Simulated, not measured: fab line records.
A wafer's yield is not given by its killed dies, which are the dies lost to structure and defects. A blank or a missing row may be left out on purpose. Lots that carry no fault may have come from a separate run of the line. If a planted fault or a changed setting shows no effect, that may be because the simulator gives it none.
Chamber matching	flow sky130	rie-diel-03 running SKY_VIA1_ETCH_15: 4 sister chambers
The step etches SiO2 in C4F8/O2/Ar, stops on TiN, target depth 351 nm, time 54 s. 4 wafers are shown with their chamber, then 9 later ones without.

WAFERS WITH THEIR CHAMBER
wafer	chamber	oes-product-au (a.u.)
L078.1	1	0.989
L078.6	3	0.979
L081.4	2	0.988
L081.5	0	0.987

WAFERS WITH NO CHAMBER GIVEN
wafer	oes-product-au (a.u.)
L087.1	0.974
L087.3	0.989
L087.4	0.987
L089.1	0.981
L089.2	0.983
L089.4	0.983
L096.2	0.985
L096.4	0.981
L096.6	0.977

WHICH CHAMBER EACH WENT THROUGH
wafer	from the rows above	in truth
L087.1	3	3
L087.3	can't be placed: 1 or 2 or 0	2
L087.4	can't be placed: 0 or 2 or 1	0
L089.1	can't be placed: 3 or 0 or 2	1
L089.2	can't be placed: 0 or 3 or 2 or 1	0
L089.4	can't be placed: 0 or 3 or 2 or 1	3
L096.2	can't be placed: 0 or 2 or 1 or 3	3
L096.4	can't be placed: 3 or 0 or 2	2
L096.6	3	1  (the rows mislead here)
Placed correctly: 1 of 9. Not placeable from these rows: 7 (in 6, the candidates include the true chamber). Placed wrongly: 1.
How it was worked out, from the rows above alone: a wafer's distance from a chamber is the root of the sum, over the readings, of the square of ((its reading less the chamber's mean) divided by the reading's scatter). The wafer belongs to the nearest chamber; if the next one is less than 2 further off, it can't be placed. The mean given for a chamber averages the wafers shown for that chamber. The scatter (one wafer shown for each chamber): square how far every hidden wafer sits from the nearest shown wafer, average those squares and take the square root.
